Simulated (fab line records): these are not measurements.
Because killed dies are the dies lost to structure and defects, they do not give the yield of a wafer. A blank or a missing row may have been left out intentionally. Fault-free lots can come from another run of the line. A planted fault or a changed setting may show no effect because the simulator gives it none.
Which tool was responsible? -- flow sky130 -- Sampling: 24 lots, 72 wafers, 6 of 708 route steps

WHAT THE GAUGES READ, wafer by wafer
SKY_CONTACT_THK_MEAS_01.
lot,measured,on,CONTACT_CVD_00_THK (nm)
L074,day 32 03:43,film-metro-01,73.9 74.5 74.4
L075,day 32 09:54,film-metro-01,74.7 74.6 74.8
L076,day 32 12:40,film-metro-01,74.4 75.0 75.1
L077,day 33 14:05,film-metro-02,74.4 74.2 75.7
L078,day 33 16:55,film-metro-01,75.8 76.0 74.9
L079,day 33 19:47,film-metro-03,77.4 77.4 78.4
L080,day 33 22:55,film-metro-02,74.0 74.1 75.0
L081,day 34 14:57,film-metro-02,76.4 75.9 76.5
L082,day 34 20:50,film-metro-01,73.9 73.6 76.4
L083,day 34 22:49,film-metro-02,73.2 74.0 74.7
L084,day 35 11:25,film-metro-02,74.4 73.7 75.5
L085,day 35 20:29,film-metro-01,75.2 78.1 76.4
L086,day 36 04:17,film-metro-02,74.1 75.8 75.6
L088,day 36 08:49,film-metro-02,74.5 76.0 75.9
L087,day 36 14:52,film-metro-03,73.8 75.3 75.1
L089,day 36 16:38,film-metro-03,75.0 76.2 75.9
L090,day 37 03:27,film-metro-03,75.4 76.2 76.8
L091,day 37 07:06,film-metro-03,74.5 74.7 74.5
L092,day 37 12:29,film-metro-01,73.4 73.8 74.4
L093,day 37 19:29,film-metro-02,74.9 73.9 75.6
L094,day 38 00:48,film-metro-01,74.0 73.7 74.6
L095,day 38 12:42,film-metro-01,74.6 74.1 76.1
L096,day 38 16:46,film-metro-03,74.1 73.4 73.7
L097,day 38 23:05,film-metro-02,74.6 73.6 74.2

SKY_CONTACT_OVL_MEAS_15.
lot,measured,on,CONTACT_OVL (nm)
L074,day 33 06:59,overlay-01,-2 -7 7
L075,day 33 13:13,overlay-02,-3 0 -4
L076,day 33 16:53,overlay-01,0 0 7
L077,day 34 17:10,overlay-01,-3 -5 -2
L078,day 34 20:32,overlay-02,-9 -5 -12
L079,day 34 23:47,overlay-01,-2 -9 -2
L080,day 35 02:01,overlay-01,3 1 2
L081,day 35 18:11,overlay-01,0 1 -6
L082,day 36 00:34,overlay-02,0 1 -1
L083,day 36 02:47,overlay-02,-3 -5 -3
L084,day 36 15:13,overlay-02,-3 -4 -14
L085,day 36 23:56,overlay-01,-1 0 -5
L086,day 37 08:09,overlay-02,-10 -7 0
L088,day 37 12:29,overlay-02,-12 -9 -12
L087,day 37 17:32,overlay-02,12 5 4
L089,day 37 19:32,overlay-01,0 -4 -7
L090,day 38 06:53,overlay-01,0 -11 -7
L091,day 38 10:11,overlay-01,-4 3 -2
L092,day 38 15:34,overlay-02,-5 2 4
L093,day 38 22:20,overlay-02,-1 -3 8
L094,day 39 03:31,overlay-01,-3 -8 -9
L095,day 39 15:23,overlay-01,-7 4 -4
L096,day 39 19:38,overlay-01,-15 -6 -9
L097,day 40 01:31,overlay-02,0 -10 3

SKY_METAL1_CD_MEAS_15: target cd 140 nm.
lot,measured,on,cd-nm (nm)
L074,day 34 10:40,cd-sem-01,140.8 140.7 140.0
L075,day 34 17:46,cd-sem-01,139.8 138.7 141.9
L076,day 34 21:12,cd-sem-01,139.7 139.0 137.3
L077,day 35 22:24,cd-sem-01,139.7 140.0 142.2
L078,day 36 01:40,cd-sem-02,141.5 140.2 141.4
L079,day 36 04:04,cd-sem-02,139.5 140.9 140.1
L080,day 36 06:29,cd-sem-02,136.6 138.6 137.5
L081,day 36 22:20,cd-sem-02,140.5 140.6 141.7
L082,day 37 04:59,cd-sem-01,142.0 141.3 140.9
L083,day 37 07:42,cd-sem-02,138.3 139.8 140.4
L084,day 37 19:45,cd-sem-02,139.8 139.8 138.0
L085,day 38 04:40,cd-sem-01,139.8 139.2 140.0
L086,day 38 13:03,cd-sem-02,140.2 139.8 141.6
L088,day 38 16:57,cd-sem-02,139.2 140.4 140.6
L087,day 38 21:32,cd-sem-02,140.5 140.5 139.8
L089,day 38 23:57,cd-sem-02,139.6 139.1 140.9
L090,day 39 10:11,cd-sem-02,138.2 139.2 139.2
L091,day 39 13:49,cd-sem-01,145.2 143.0 143.9
L092,day 39 19:08,cd-sem-02,139.0 138.3 138.4
L093,day 40 02:19,cd-sem-01,141.6 141.1 141.5
L094,day 40 07:11,cd-sem-01,142.2 142.1 144.1
L095,day 40 18:03,cd-sem-02,141.2 141.4 140.5
L096,day 40 22:58,cd-sem-01,140.8 141.1 141.0
L097,day 41 04:09,cd-sem-02,139.3 139.2 138.4

SKY_METAL1_OVL_MEAS_16.
lot,measured,on,METAL1_OVL (nm)
L074,day 34 10:47,overlay-02,6 0 4
L075,day 34 17:53,overlay-01,1 1 5
L076,day 34 21:19,overlay-02,2 -3 -2
L077,day 35 22:31,overlay-02,4 4 -3
L078,day 36 01:44,overlay-01,2 2 -2
L079,day 36 04:11,overlay-01,-1 0 -3
L080,day 36 06:36,overlay-01,3 -8 2
L081,day 36 22:26,overlay-01,-11 -3 -14
L082,day 37 05:06,overlay-01,2 0 -2
L083,day 37 07:49,overlay-02,-1 1 6
L084,day 37 19:52,overlay-01,6 10 10
L085,day 38 04:47,overlay-02,-2 -1 2
L086,day 38 13:10,overlay-02,8 14 5
L088,day 38 17:02,overlay-01,-2 2 -1
L087,day 38 21:38,overlay-02,6 3 12
L089,day 39 00:04,overlay-02,4 9 6
L090,day 39 10:19,overlay-01,4 0 2
L091,day 39 13:56,overlay-02,1 0 -1
L092,day 39 19:16,overlay-01,4 7 5
L093,day 40 02:25,overlay-02,10 7 7
L094,day 40 07:19,overlay-01,8 1 11
L095,day 40 18:10,overlay-02,0 -5 3
L096,day 40 23:04,overlay-02,3 2 -6
L097,day 41 04:16,overlay-01,4 3 2

EACH LOT AND THE TOOL THAT RAN IT (in order: tool; ch and the chambers of the sampled wafers; start)
lot,SKY_LI_CONTACT_SPUTTER_19,SKY_METAL1_SPUTTER_03
L074,"pvd-sputter-02, day 30 23:08","pvd-sputter-03, day 33 08:28"
L075,"pvd-sputter-02, day 31 03:46","pvd-sputter-01, day 33 14:56"
L076,"pvd-sputter-01, day 31 06:13","pvd-sputter-02, day 33 18:22"
L077,"pvd-sputter-04, day 32 09:19","pvd-sputter-01, day 34 18:59"
L078,"pvd-sputter-01, day 32 11:12","pvd-sputter-03, day 34 22:17"
L079,"pvd-sputter-04, day 32 14:12","pvd-sputter-02, day 35 01:25"
L080,"pvd-sputter-02, day 32 17:40","pvd-sputter-02, day 35 03:30"
L081,"pvd-sputter-04, day 33 10:43","pvd-sputter-01, day 35 19:42"
L082,"pvd-sputter-02, day 33 15:42","pvd-sputter-01, day 36 02:05"
L083,"pvd-sputter-01, day 33 18:17","pvd-sputter-01, day 36 04:25"
L084,"pvd-sputter-04, day 34 07:10","pvd-sputter-01, day 36 16:53"
L085,"pvd-sputter-01, day 34 15:35","pvd-sputter-01, day 37 01:28"
L086,"pvd-sputter-02, day 34 22:40","pvd-sputter-03, day 37 10:02"
L088,"pvd-sputter-02, day 35 04:50","pvd-sputter-02, day 37 13:58"
L087,"pvd-sputter-01, day 35 10:16","pvd-sputter-02, day 37 19:02"
L089,"pvd-sputter-02, day 35 11:52","pvd-sputter-03, day 37 21:01"
L090,"pvd-sputter-01, day 35 22:47","pvd-sputter-03, day 38 08:22"
L091,"pvd-sputter-02, day 36 02:32","pvd-sputter-02, day 38 11:40"
L092,"pvd-sputter-01, day 36 07:08","pvd-sputter-03, day 38 17:04"
L093,"pvd-sputter-04, day 36 14:36","pvd-sputter-03, day 38 23:49"
L094,"pvd-sputter-02, day 36 20:13","pvd-sputter-03, day 39 05:03"
L095,"pvd-sputter-02, day 37 07:47","pvd-sputter-03, day 39 16:52"
L096,"pvd-sputter-02, day 37 12:14","pvd-sputter-01, day 39 21:08"
L097,"pvd-sputter-01, day 37 18:16","pvd-sputter-01, day 40 03:00"
- SKY_LI_CONTACT_SPUTTER_19: material Ti, target thk 20 nm, time 106.37 s.
- SKY_METAL1_SPUTTER_03: material Ti, target thk 5 nm, time 3.3 s.

AS READ BY THE TOOLS THEMSELVES (means over the sampled wafers that have a number; for cases with no such wafer, the mark the record gives instead)
SKY_LI_CONTACT_SPUTTER_19.
lot,tool,throttle-valve-pct (%)
L074,pvd-sputter-02,30.4
L075,pvd-sputter-02,30.8
L076,pvd-sputter-01,29.4
L077,pvd-sputter-04,30.6
L078,pvd-sputter-01,30.5
L079,pvd-sputter-04,30.8
L080,pvd-sputter-02,30.6
L081,pvd-sputter-04,30.7
L082,pvd-sputter-02,31.0
L083,pvd-sputter-01,28.8
L084,pvd-sputter-04,30.6
L085,pvd-sputter-01,29.8
L086,pvd-sputter-02,30.6
L088,pvd-sputter-02,30.7
L087,pvd-sputter-01,28.6
L089,pvd-sputter-02,31.4
L090,pvd-sputter-01,29.2
L091,pvd-sputter-02,30.3
L092,pvd-sputter-01,29.3
L093,pvd-sputter-04,30.8
L094,pvd-sputter-02,31.3
L095,pvd-sputter-02,30.8
L096,pvd-sputter-02,30.9
L097,pvd-sputter-01,29.5

SKY_METAL1_SPUTTER_03.
lot,tool,throttle-valve-pct (%)
L074,pvd-sputter-03,30.7
L075,pvd-sputter-01,29.8
L076,pvd-sputter-02,30.7
L077,pvd-sputter-01,30.4
L078,pvd-sputter-03,30.7
L079,pvd-sputter-02,30.2
L080,pvd-sputter-02,30.1
L081,pvd-sputter-01,29.0
L082,pvd-sputter-01,30.0
L083,pvd-sputter-01,29.5
L084,pvd-sputter-01,29.4
L085,pvd-sputter-01,29.6
L086,pvd-sputter-03,30.4
L088,pvd-sputter-02,30.5
L087,pvd-sputter-02,31.5
L089,pvd-sputter-03,31.1
L090,pvd-sputter-03,30.6
L091,pvd-sputter-02,30.3
L092,pvd-sputter-03,30.5
L093,pvd-sputter-03,30.8
L094,pvd-sputter-03,29.8
L095,pvd-sputter-03,29.9
L096,pvd-sputter-01,30.3
L097,pvd-sputter-01,30.3

THE ANSWER, worked out from the rows above alone
Rule: the lots themselves supply what counts as usual. Put in order of their means at a reading, lots are off if they are a third of the lots or fewer, leave a main group of 4 or more, and stand apart from it by a gap of 3 or more times the standard deviation of the main group's means; of several such gaps the widest counts. Not used: any main group whose means are identical at the precision the tables above print for the reading. Also off: a lot with no number at a reading for which 4 or more lots have one. Where the step has rows for the other lots, those lots are counted as sound. First the gauges in route order, then the tools' own readings, where a lot's mean is used as printed above. The first step at which some lot is off is used, and at that step the reading that is off furthest; a lot without a number counts as furthest.
No lot is off at any reading shown: from this, nothing can be told.

WHAT HAD BEEN PUT IN BY THE SIMULATOR
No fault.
